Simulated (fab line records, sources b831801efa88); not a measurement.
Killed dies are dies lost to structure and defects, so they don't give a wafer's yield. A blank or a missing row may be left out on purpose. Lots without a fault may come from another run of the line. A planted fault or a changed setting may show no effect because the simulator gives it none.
fab line records | flow gf180mcu | part 2 of 2: steps 26 to 34 of 34
record lots=5 wafers=15 last_day=34
route steps=602 shown STI@31 DNWELL@32 NWELL@42 LVPWELL@54
lots that met no fault: from a run of the same line without faults
start_h: hours from the record's first day to the start of the lot's first wafer shown | wait_h: hours since the lot's step before | " the same as in the row above | L1.1+2: a row that stands for several wafers | - no value, or no start given | * or withheld: withheld | < > ~ a bound
route shown NAME@n: a module of which the file shows steps, and the number in the route of the first | usual: mean/standard deviation of fault-free wafers | same: alike in all rows | chamber/n: place in a boat | sites: the reading at each site | _std_site: their standard deviation | _edge_site: outer sites' mean less inner sites' | radius_mm: how far each site lies from the wafer's centre | mask NAME#n: copy n | behind: the tool/chamber that last shaped the wafer | hold: why the lot was held/for how many hours/how that ended | device: the transistor (n, p or np) that didn't switch | end of line: the same wafers' tests at the end of the route | a step without rows: its recipe alone | killed: dies lost to structure and defects at the first sort, not the wafer's yield | map: a wafer's dies, x killed, . not, _ none there
set.NAME: the setting as run; set.NAME@STEP: as run at that earlier step | model.NAME: the simulator's own value behind a step, which no gauge read
lots at some steps of the route; a table a step, a row a wafer
services: from which hour (start_h, from the record's first day; less than 0 if before it) a tool's chamber was out of use, for how many hours, and why
## steps
# step GF_LVPWELL_COAT_02
# recipe spin_rpm=2000 resist_thk_nm=3000
# usual exhaust_pa=45.1/0.87
# columns lot.wafer tool chamber start_h wait_h exhaust_pa
L076.1 litho_track-03 0 71.61 0.1 44.0
L076.4 " 0 " " 44.0
L076.5 " 0 " " 44.9
L093.2 litho_track-01 0 167.67 0.1 47.0
L093.3 " 0 " " 44.3
L093.5 " 0 " " 44.9
L094.2 litho_track-03 0 173.28 0.1 44.3
L094.3 " 0 " " 44.6
L094.6 " 0 " " 45.7
L095.2 litho_track-01 0 180.62 0.1 44.7
L095.5 " 0 " " 45.1
L095.6 " 0 " " 45.5
L097.2 litho_track-01 0 193.42 0.1 44.1
L097.3 " 0 " " 46.3
L097.6 " 0 " " 46.2
# step GF_LVPWELL_SOFTBAKE_03
# recipe temp_c=110 time_s=withheld
# usual exhaust_pa=45.0/0.75
# columns lot.wafer tool chamber start_h wait_h exhaust_pa
L076.1 litho_track-03 0 71.76 0.1 44.5
L076.4 " 0 " " 45.0
L076.5 " 0 " " 46.3
L093.2 litho_track-01 0 167.82 0.1 44.6
L093.3 " 0 " " 45.4
L093.5 " 0 " " 44.4
L094.2 litho_track-03 0 173.44 0.1 44.5
L094.3 " 0 " " 45.5
L094.6 " 0 " " 45.3
L095.2 litho_track-01 0 180.77 0.1 45.5
L095.5 " 0 " " 45.3
L095.6 " 0 " " 44.4
L097.2 litho_track-01 0 193.57 0.1 46.7
L097.3 " 0 " " 45.8
L097.6 " 0 " " 46.4
# step GF_LVPWELL_EXPOSE_04
# recipe mask_id=LVPWELL target_cd_nm=600 na=0.6 source_shape=conventional sigma_outer=0.6 dose_mj=260
# columns lot.wafer tool chamber start_h wait_h mask
L076.1+4+5 iline_stepper-01 0 - - LVPWELL#0
L093.2+3+5 iline_stepper-01 0 - - LVPWELL#0
L094.2+3+6 iline_stepper-02 0 - - LVPWELL#0
L095.2+5+6 iline_stepper-01 0 - - LVPWELL#0
L097.2+3+6 iline_stepper-02 0 - - LVPWELL#0
# step GF_LVPWELL_PEB_05
# recipe temp_c=115 time_s=withheld
# usual exhaust_pa=45.2/0.84
# columns lot.wafer tool chamber start_h wait_h exhaust_pa
L076.1 litho_track-04 0 - - 45.8
L076.4 " 0 " " 45.3
L076.5 " 0 " " 46.1
L093.2 litho_track-04 0 - - 45.1
L093.3 " 0 " " 45.4
L093.5 " 0 " " 45.8
L094.2 litho_track-04 0 - - 44.0
L094.3 " 0 " " 44.7
L094.6 " 0 " " 45.3
L095.2 litho_track-01 0 - - 44.5
L095.5 " 0 " " 45.4
L095.6 " 0 " " 45.8
L097.2 litho_track-01 0 - - 46.6
L097.3 " 0 " " 44.6
L097.6 " 0 " " 45.7
# step GF_LVPWELL_DEVELOP_06
# recipe wall_angle_deg=90 develop_time_s=60 dev_temp_c=23
# usual exhaust_pa=45.1/0.91
# columns lot.wafer tool chamber start_h wait_h exhaust_pa
L076.1 litho_track-04 0 - - 45.8
L076.4 " 0 " " 45.6
L076.5 " 0 " " 46.0
L093.2 litho_track-04 0 - - 46.0
L093.3 " 0 " " 45.8
L093.5 " 0 " " 46.3
L094.2 litho_track-04 0 - - 45.8
L094.3 " 0 " " 44.2
L094.6 " 0 " " 44.8
L095.2 litho_track-01 0 - - 44.7
L095.5 " 0 " " 44.8
L095.6 " 0 " " 45.5
L097.2 litho_track-01 0 - - 45.8
L097.3 " 0 " " 45.6
L097.6 " 0 " " 46.1
# step GF_LVPWELL_OVL_MEAS_07
# usual LVPWELL_OVL=-0.7/1.2
# columns lot.wafer tool chamber start_h wait_h LVPWELL_OVL[nm]
L076.1 overlay-01 - 78.71 - 0.7
L076.4 " - " " 1.1
L076.5 " - " " -1.1
L093.2 overlay-01 - 175.96 - -1.9
L093.3 " - " " -2.6
L093.5 " - " " -2.4
L094.2 overlay-02 - 182.26 - -0.8
L094.3 " - " " -1.5
L094.6 " - " " -1.6
L095.2 overlay-01 - 188.85 - -2.2
L095.5 " - " " -0.8
L095.6 " - " " 0.0
L097.2 overlay-01 - 202.25 - 0.4
L097.3 " - " " 1.2
L097.6 " - " " -3.8
# step GF_LVPWELL_IMPLANT_08
# recipe species=B energy_kev=170 dose_cm2=1.5e+13 tilt_deg=0
# usual beam_energy_keV=170.00/0.053 end_station_pressure_torr=5.05e-06/2.9e-07
# columns lot.wafer tool chamber start_h wait_h beam_energy_keV end_station_pressure_torr
L076.1 implanter-04 0 78.74 0.0 170.01 5.19e-06
L076.4 " 0 " " 170.01 5.22e-06
L076.5 " 0 " " 169.90 5.21e-06
L093.2 implanter-04 0 176.02 0.0 170.06 5.27e-06
L093.3 " 0 " " 170.06 5.22e-06
L093.5 " 0 " " 170.06 4.84e-06
L094.2 implanter-02 0 182.32 0.0 169.96 5.32e-06
L094.3 " 0 " " 170.05 4.47e-06
L094.6 " 0 " " 170.05 5.27e-06
L095.2 implanter-03 0 188.90 0.0 170.01 5.49e-06
L095.5 " 0 " " 169.95 4.59e-06
L095.6 " 0 " " 170.06 5.43e-06
L097.2 implanter-03 0 202.30 0.0 170.03 4.71e-06
L097.3 " 0 " " 170.02 5.65e-06
L097.6 " 0 " " 169.93 4.68e-06
# step GF_LVPWELL_IMPLANT_09
# recipe species=B energy_kev=60 dose_cm2=5e+12 tilt_deg=0
# usual beam_energy_keV=60.000/0.016 end_station_pressure_torr=5.05e-06/2.5e-07
# columns lot.wafer tool chamber start_h wait_h beam_energy_keV end_station_pressure_torr
L076.1 implanter-04 0 78.89 0.1 59.983 5.27e-06
L076.4 " 0 " " 59.988 5.4e-06
L076.5 " 0 " " 59.987 5.18e-06
L093.2 implanter-04 0 176.17 0.1 60.010 4.56e-06
L093.3 " 0 " " 60.010 4.27e-06
L093.5 " 0 " " 60.028 5.22e-06
L094.2 implanter-02 0 182.47 0.1 60.013 4.87e-06
L094.3 " 0 " " 60.006 5.18e-06
L094.6 " 0 " " 59.991 4.86e-06
L095.2 implanter-03 0 189.05 0.1 59.989 5.44e-06
L095.5 " 0 " " 60.032 4.75e-06
L095.6 " 0 " " 59.994 5.13e-06
L097.2 implanter-03 0 202.45 0.1 59.988 4.84e-06
L097.3 " 0 " " 59.987 4.94e-06
L097.6 " 0 " " 60.000 4.84e-06
# step GF_LVPWELL_STRIP_10
# recipe chemistry=O2/N2 power_w=1400 pressure_mtorr=1500 platen_temp_c=250 o2_flow_sccm=3000 n2_flow_sccm=300 overash_fraction=0.5
# usual chamber_pressure_mTorr=1500.3/2.2 drypump_motor_current_A=5.6/0.49 heater_power_w=337/35 oes_product_au=0.722/0.0046 platen_temp_c=250.03/0.17 strip_time_to_endpoint_s=36.96/0.094
# columns lot.wafer tool chamber start_h wait_h chamber_pressure_mTorr drypump_motor_current_A heater_power_w oes_product_au platen_temp_c rf_hours_counter_h strip_time_to_endpoint_s
L076.1 plasma_asher-03 0 79.04 0.1 1498.4 5.1 350 0.717 249.84 28 37.10
L076.4 " 1 " " 1500.5 5.2 328 0.719 250.09 - 37.15
L076.5 " 0 " " 1500.5 5.1 341 0.721 250.03 - 37.09
L093.2 plasma_asher-04 1 176.29 0.1 1498.9 5.5 356 0.722 250.18 53 37.03
L093.3 " 0 " " 1501.3 6.6 288 0.716 249.94 - 37.01
L093.5 " 0 " " 1499.1 6.6 288 0.720 249.91 - 37.01
L094.2 plasma_asher-01 1 182.59 0.1 1500.3 5.5 303 0.722 250.15 50 36.94
L094.3 " 0 " " 1501.1 5.8 402 0.723 249.85 - 36.89
L094.6 " 0 " " 1501.9 5.8 398 0.724 249.84 - 36.88
L095.2 plasma_asher-03 1 189.18 0.1 1501.5 5.2 328 0.715 250.07 39 36.91
L095.5 " 1 " " 1500.6 5.2 326 0.730 250.05 - 36.93
L095.6 " 0 " " 1500.1 5.1 343 0.713 250.08 - 37.03
L097.2 plasma_asher-01 0 202.58 0.1 1498.5 5.8 394 0.724 249.83 53 36.93
L097.3 " 1 " " 1500.2 5.5 310 0.714 249.87 - 36.93
L097.6 " 0 " " 1495.7 5.8 393 0.717 249.74 - 36.94
## services
# columns tool chamber start_h hours kind
implanter-04 - 33.77 8.7 repair
iline_stepper-02 - 39.60 4.4 pm
implanter-01 - 41.76 6.9 repair
iline_stepper-01 - 58.16 2.1 repair
plasma_asher-01 - 61.76 3.2 repair
implanter-01 - 64.70 6.2 repair
iline_stepper-01 - 72.32 1.7 pm
implanter-04 - 74.78 2.6 repair
implanter-01 - 83.01 1.3 repair
iline_stepper-02 - 83.74 1.7 pm
plasma_asher-01 - 93.03 8.3 repair
iline_stepper-01 - 95.54 4.4 pm
implanter-01 - 107.09 4.2 pm
plasma_asher-02 - 108.82 9.0 pm
implanter-04 - 111.48 2.1 repair
implanter-02 - 118.91 2.4 repair
implanter-02 - 123.37 0.5 repair
iline_stepper-02 - 148.98 7.4 repair
implanter-04 - 158.09 6.8 pm
implanter-02 - 163.43 1.7 repair
plasma_asher-02 - 175.56 5.7 pm
plasma_asher-04 - 179.94 4.5 repair
implanter-02 - 188.55 3.7 repair
implanter-04 - 196.95 3.5 repair
